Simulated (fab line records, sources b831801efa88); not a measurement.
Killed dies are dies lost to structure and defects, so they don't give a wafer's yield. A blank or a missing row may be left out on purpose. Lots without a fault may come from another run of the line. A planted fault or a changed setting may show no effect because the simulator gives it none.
Which tool did it? | flow sky130 | 24 lots, 72 wafers sampled, at 6 steps of a route of 708

WHAT THE GAUGES READ, wafer by wafer
SKY_METAL3_CD_MEAS_13: target cd 300 nm.
lot  | measured     | on        | cd_nm (nm)
L074 | day 38 20:33 | cd_sem-02 | 299.1 297.8 296.5
L075 | day 39 07:26 | cd_sem-02 | 298.0 299.2 300.0
L076 | day 39 14:56 | cd_sem-01 | 297.3 299.0 299.5
L077 | day 39 23:37 | cd_sem-02 | 299.4 299.4 298.5
L078 | day 40 03:05 | cd_sem-02 | 299.3 299.3 298.9
L079 | day 40 16:29 | cd_sem-01 | 298.9 299.4 298.6
L080 | day 40 17:54 | cd_sem-02 | 299.0 299.3 298.9
L081 | day 40 20:08 | cd_sem-02 | 298.2 298.6 298.5
L082 | day 41 05:12 | cd_sem-01 | 299.5 299.3 301.3
L083 | day 41 15:13 | cd_sem-02 | 301.2 300.8 301.2
L084 | day 41 16:04 | cd_sem-01 | 298.1 298.4 298.4
L085 | day 42 01:07 | cd_sem-01 | 299.1 300.7 300.1
L087 | day 42 14:15 | cd_sem-01 | 297.7 298.7 298.7
L086 | day 42 16:25 | cd_sem-01 | 298.6 297.8 297.8
L088 | day 42 16:36 | cd_sem-02 | 298.4 298.3 298.2
L089 | day 43 05:33 | cd_sem-02 | 297.7 297.1 296.1
L090 | day 43 12:41 | cd_sem-01 | 298.4 296.7 296.7
L091 | day 43 16:16 | cd_sem-01 | 298.9 298.9 299.0
L092 | day 43 19:37 | cd_sem-02 | 297.3 297.4 297.6
L093 | day 44 08:47 | cd_sem-01 | 301.4 301.1 300.6
L094 | day 44 12:55 | cd_sem-01 | 299.6 301.0 300.1
L095 | day 44 15:16 | cd_sem-01 | 299.7 301.6 300.3
L096 | day 44 22:04 | cd_sem-01 | 299.6 299.7 298.9
L097 | day 45 06:13 | cd_sem-01 | 303.3 302.8 303.1

SKY_VIA3_THK_MEAS_01.
lot  | measured     | on            | VIA3_HDPCVD_THK (nm)
L074 | day 38 21:48 | film_metro-01 | 1647 1678 1646
L075 | day 39 08:41 | film_metro-02 | 1665 1654 1643
L076 | day 39 16:13 | film_metro-04 | 1656 1652 1611
L077 | day 40 00:54 | film_metro-04 | 1614 1642 1658
L078 | day 40 04:22 | film_metro-02 | 1661 1667 1647
L079 | day 40 17:46 | film_metro-01 | 1664 1655 1604
L080 | day 40 19:13 | film_metro-02 | 1612 1643 1609
L081 | day 40 21:31 | film_metro-02 | 1655 1633 1649
L082 | day 41 06:27 | film_metro-01 | 1625 1644 1659
L083 | day 41 16:27 | film_metro-01 | 1654 1626 1649
L084 | day 41 17:18 | film_metro-01 | 1611 1641 1602
L085 | day 42 02:21 | film_metro-02 | 1626 1604 1637
L087 | day 42 15:35 | film_metro-02 | 1643 1648 1626
L086 | day 42 17:44 | film_metro-01 | 1647 1665 1666
L088 | day 42 17:51 | film_metro-02 | 1617 1634 1609
L089 | day 43 06:50 | film_metro-02 | 1634 1648 1625
L090 | day 43 14:08 | film_metro-02 | 1613 1630 1656
L091 | day 43 17:43 | film_metro-01 | 1633 1644 1655
L092 | day 43 20:52 | film_metro-02 | 1643 1660 1642
L093 | day 44 10:01 | film_metro-04 | 1644 1649 1651
L094 | day 44 14:10 | film_metro-01 | 1644 1649 1637
L095 | day 44 16:29 | film_metro-04 | 1659 1621 1610
L096 | day 44 23:38 | film_metro-01 | 1657 1646 1651
L097 | day 45 07:26 | film_metro-04 | 1618 1611 1633

SKY_VIA4_BOW_MEAS_03.
lot  | measured     | on            | VIA4_BOW (um)
L074 | day 42 03:53 | film_metro-04 | 75 72 76
L075 | day 42 14:27 | film_metro-01 | 72 80 83
L076 | day 42 19:58 | film_metro-01 | 76 70 75
L077 | day 43 05:29 | film_metro-01 | 78 84 71
L078 | day 43 08:02 | film_metro-01 | 79 83 77
L079 | day 43 20:31 | film_metro-01 | 70 85 69
L080 | day 43 22:08 | film_metro-03 | 81 81 84
L081 | day 44 00:52 | film_metro-03 | 84 76 81
L082 | day 44 08:48 | film_metro-04 | 77 87 75
L083 | day 44 19:32 | film_metro-04 | 84 76 70
L084 | day 44 20:08 | film_metro-04 | 87 92 95
L085 | day 45 02:51 | film_metro-04 | 99 93 94
L087 | day 45 15:40 | film_metro-04 | 83 83 80
L086 | day 45 18:11 | film_metro-04 | 83 92 82
L088 | day 45 18:44 | film_metro-04 | 77 82 84
L089 | day 46 04:37 | film_metro-01 | 91 81 78
L090 | day 46 12:01 | film_metro-01 | 73 82 81
L091 | day 46 16:39 | film_metro-01 | 85 81 73
L092 | day 46 18:37 | film_metro-04 | 74 79 80
L093 | day 47 06:13 | film_metro-03 | 73 78 65
L094 | day 47 10:23 | film_metro-03 | 76 88 74
L095 | day 47 12:33 | film_metro-03 | 75 93 79
L096 | day 47 20:06 | film_metro-04 | 81 74 80
L097 | day 48 00:37 | film_metro-04 | 72 76 76

WHICH TOOL RAN EACH LOT (tool, then ch and the chambers of the sampled wafers, then the start)
lot  | SKY_CAPM_SPUTTER_02          | SKY_METAL3_STRIP_19                  | SKY_VIA3_ETCH_15
L074 | pvd_sputter-02, day 36 16:32 | plasma_asher-02 ch 1, day 38 21:02   | rie_diel-04 ch 2,3, day 39 23:04
L075 | pvd_sputter-01, day 37 04:34 | plasma_asher-04 ch 0,1, day 39 07:55 | rie_diel-04 ch 0,2, day 40 10:04
L076 | pvd_sputter-01, day 37 12:46 | plasma_asher-03 ch 0,1, day 39 15:25 | rie_diel-01 ch 2,3, day 40 17:02
L077 | pvd_sputter-02, day 37 20:32 | plasma_asher-02 ch 0,1, day 40 00:05 | rie_diel-02 ch 0,2, day 41 02:19
L078 | pvd_sputter-02, day 38 00:47 | plasma_asher-03 ch 0,1, day 40 03:34 | rie_diel-04 ch 0,1, day 41 05:31
L079 | pvd_sputter-01, day 38 14:25 | plasma_asher-03 ch 1, day 40 16:58   | rie_diel-04 ch 1,2,3, day 41 17:44
L080 | pvd_sputter-01, day 38 16:53 | plasma_asher-03 ch 0,1, day 40 18:23 | rie_diel-02 ch 0,2,3, day 41 19:35
L081 | pvd_sputter-01, day 38 19:45 | plasma_asher-03 ch 0,1, day 40 20:36 | rie_diel-02 ch 0,2, day 41 22:28
L082 | pvd_sputter-04, day 39 02:59 | plasma_asher-04 ch 0,1, day 41 05:41 | rie_diel-04 ch 0,2,3, day 42 07:07
L083 | pvd_sputter-04, day 39 13:26 | plasma_asher-02 ch 0,1, day 41 15:41 | rie_diel-01 ch 0,1,3, day 42 17:16
L084 | pvd_sputter-02, day 39 14:53 | plasma_asher-03 ch 0,1, day 41 16:32 | rie_diel-02 ch 1,2,3, day 42 17:37
L085 | pvd_sputter-04, day 39 23:54 | plasma_asher-04 ch 0,1, day 42 01:35 | rie_diel-02 ch 0,1,2, day 43 01:56
L087 | pvd_sputter-02, day 40 12:55 | plasma_asher-02 ch 0,1, day 42 14:44 | rie_diel-04 ch 0,1,3, day 43 15:31
L086 | pvd_sputter-02, day 40 14:59 | plasma_asher-02 ch 0,1, day 42 16:53 | rie_diel-01 ch 0,1,3, day 43 17:19
L088 | pvd_sputter-01, day 40 15:40 | plasma_asher-04 ch 0,1, day 42 17:03 | rie_diel-02 ch 0,1,3, day 43 17:37
L089 | pvd_sputter-01, day 41 06:29 | plasma_asher-04 ch 0,1, day 43 06:02 | rie_diel-01 ch 0,1,2, day 44 05:46
L090 | pvd_sputter-02, day 41 12:56 | plasma_asher-03 ch 0,1, day 43 13:21 | rie_diel-02 ch 0,1,3, day 44 13:11
L091 | pvd_sputter-02, day 41 16:40 | plasma_asher-04 ch 0,1, day 43 16:54 | rie_diel-02 ch 0,3, day 44 17:04
L092 | pvd_sputter-02, day 41 20:49 | plasma_asher-02 ch 0,1, day 43 20:05 | rie_diel-01 ch 1,2,3, day 44 20:17
L093 | pvd_sputter-01, day 42 10:10 | plasma_asher-02 ch 0,1, day 44 09:16 | rie_diel-01 ch 0,1, day 45 08:43
L094 | pvd_sputter-01, day 42 13:32 | plasma_asher-03 ch 0,1, day 44 13:23 | rie_diel-04 ch 2,3, day 45 13:01
L095 | pvd_sputter-02, day 42 16:22 | plasma_asher-03 ch 1, day 44 15:43   | rie_diel-04 ch 1,2,3, day 45 15:08
L096 | pvd_sputter-02, day 43 00:19 | plasma_asher-03 ch 0,1, day 44 22:31 | rie_diel-01 ch 0,2,3, day 45 22:07
L097 | pvd_sputter-04, day 43 08:56 | plasma_asher-03 ch 0,1, day 45 06:41 | rie_diel-04 ch 0,1, day 46 04:58
- SKY_CAPM_SPUTTER_02: material TiN, target thk 200 nm, time 166.7 s.
- SKY_METAL3_STRIP_19: strips in O2/N2.
- SKY_VIA3_ETCH_15: etches SiO2 in C4F8/O2/Ar, stops on TiN, target depth 507 nm, time 78 s.

WHAT THE TOOLS THEMSELVES READ (means of the sampled wafers that have a number; where no wafer has one, the mark that the record gives instead)
SKY_CAPM_SPUTTER_02.
lot  | tool           | throttle_valve_pct (%)
L074 | pvd_sputter-02 | 29.7
L075 | pvd_sputter-01 | 30.7
L076 | pvd_sputter-01 | 30.1
L077 | pvd_sputter-02 | 29.5
L078 | pvd_sputter-02 | 30.4
L079 | pvd_sputter-01 | 30.6
L080 | pvd_sputter-01 | 31.3
L081 | pvd_sputter-01 | 30.5
L082 | pvd_sputter-04 | 29.9
L083 | pvd_sputter-04 | 29.9
L084 | pvd_sputter-02 | 31.0
L085 | pvd_sputter-04 | 30.1
L087 | pvd_sputter-02 | 30.1
L086 | pvd_sputter-02 | 31.3
L088 | pvd_sputter-01 | 31.7
L089 | pvd_sputter-01 | 30.7
L090 | pvd_sputter-02 | 31.3
L091 | pvd_sputter-02 | 30.7
L092 | pvd_sputter-02 | 30.4
L093 | pvd_sputter-01 | 31.5
L094 | pvd_sputter-01 | 30.7
L095 | pvd_sputter-02 | 30.7
L096 | pvd_sputter-02 | 30.7
L097 | pvd_sputter-04 | 30.1

SKY_METAL3_STRIP_19.
lot  | tool            | drypump_motor_current_A (A) | oes_product_au (a.u.) | strip_time_to_endpoint_s (s)
L074 | plasma_asher-02 | 5.4                         | 0.509                 | 6.72
L075 | plasma_asher-04 | 6.0                         | 0.507                 | 6.64
L076 | plasma_asher-03 | 5.9                         | 0.510                 | 6.62
L077 | plasma_asher-02 | 5.6                         | 0.510                 | 6.74
L078 | plasma_asher-03 | 5.9                         | 0.502                 | 6.57
L079 | plasma_asher-03 | 6.4                         | 0.500                 | 6.60
L080 | plasma_asher-03 | 6.2                         | 0.507                 | 6.63
L081 | plasma_asher-03 | 5.9                         | 0.502                 | 6.55
L082 | plasma_asher-04 | 6.1                         | 0.504                 | 6.60
L083 | plasma_asher-02 | 5.6                         | 0.506                 | 6.72
L084 | plasma_asher-03 | 5.9                         | 0.504                 | 6.63
L085 | plasma_asher-04 | 6.2                         | 0.503                 | 6.56
L087 | plasma_asher-02 | 5.6                         | 0.503                 | 6.55
L086 | plasma_asher-02 | 5.6                         | 0.515                 | 6.77
L088 | plasma_asher-04 | 6.2                         | 0.500                 | 6.50
L089 | plasma_asher-04 | 6.0                         | 0.508                 | 6.61
L090 | plasma_asher-03 | 6.2                         | 0.504                 | 6.43
L091 | plasma_asher-04 | 6.0                         | 0.495                 | 6.43
L092 | plasma_asher-02 | 5.8                         | 0.508                 | 6.68
L093 | plasma_asher-02 | 5.6                         | 0.505                 | 6.70
L094 | plasma_asher-03 | 6.1                         | 0.501                 | 6.54
L095 | plasma_asher-03 | 6.4                         | 0.500                 | 6.50
L096 | plasma_asher-03 | 5.9                         | 0.507                 | 6.59
L097 | plasma_asher-03 | 6.1                         | 0.509                 | 6.73

SKY_VIA3_ETCH_15.
lot  | tool        | oes_product_au (a.u.)
L074 | rie_diel-04 | 0.946
L075 | rie_diel-04 | 0.946
L076 | rie_diel-01 | 0.944
L077 | rie_diel-02 | 0.945
L078 | rie_diel-04 | 0.941
L079 | rie_diel-04 | 0.944
L080 | rie_diel-02 | 0.951
L081 | rie_diel-02 | 0.943
L082 | rie_diel-04 | 0.948
L083 | rie_diel-01 | 0.948
L084 | rie_diel-02 | 0.949
L085 | rie_diel-02 | 0.949
L087 | rie_diel-04 | 0.951
L086 | rie_diel-01 | 0.941
L088 | rie_diel-02 | 0.946
L089 | rie_diel-01 | 0.950
L090 | rie_diel-02 | 0.945
L091 | rie_diel-02 | 0.953
L092 | rie_diel-01 | 0.946
L093 | rie_diel-01 | 0.944
L094 | rie_diel-04 | 0.951
L095 | rie_diel-04 | 0.947
L096 | rie_diel-01 | 0.948
L097 | rie_diel-04 | 0.948

THE ANSWER, worked out from the rows above alone
Rule: what is usual is taken from the lots themselves. Put in order of their means at a reading, lots are off if they are a third of the lots or fewer, leave a main group of 4 or more, and stand apart from it by a gap of 3 or more times the standard deviation of the main group's means; of several such gaps the widest counts. A main group whose means are all the same, to the digits that the tables above print for the reading, isn't used. A lot without any number at a reading at which 4 lots or more have one is off too. The other lots that the step has rows for count as sound. The gauges are gone through in route order, then the tools' own readings, and for those a lot's mean is taken as printed above. The first step at which some lot is off is used, and at that step the reading that is off furthest; a lot without a number counts as furthest.
No lot is off at any reading shown: from this, nothing can be told.

WHAT THE SIMULATOR HAD PUT IN
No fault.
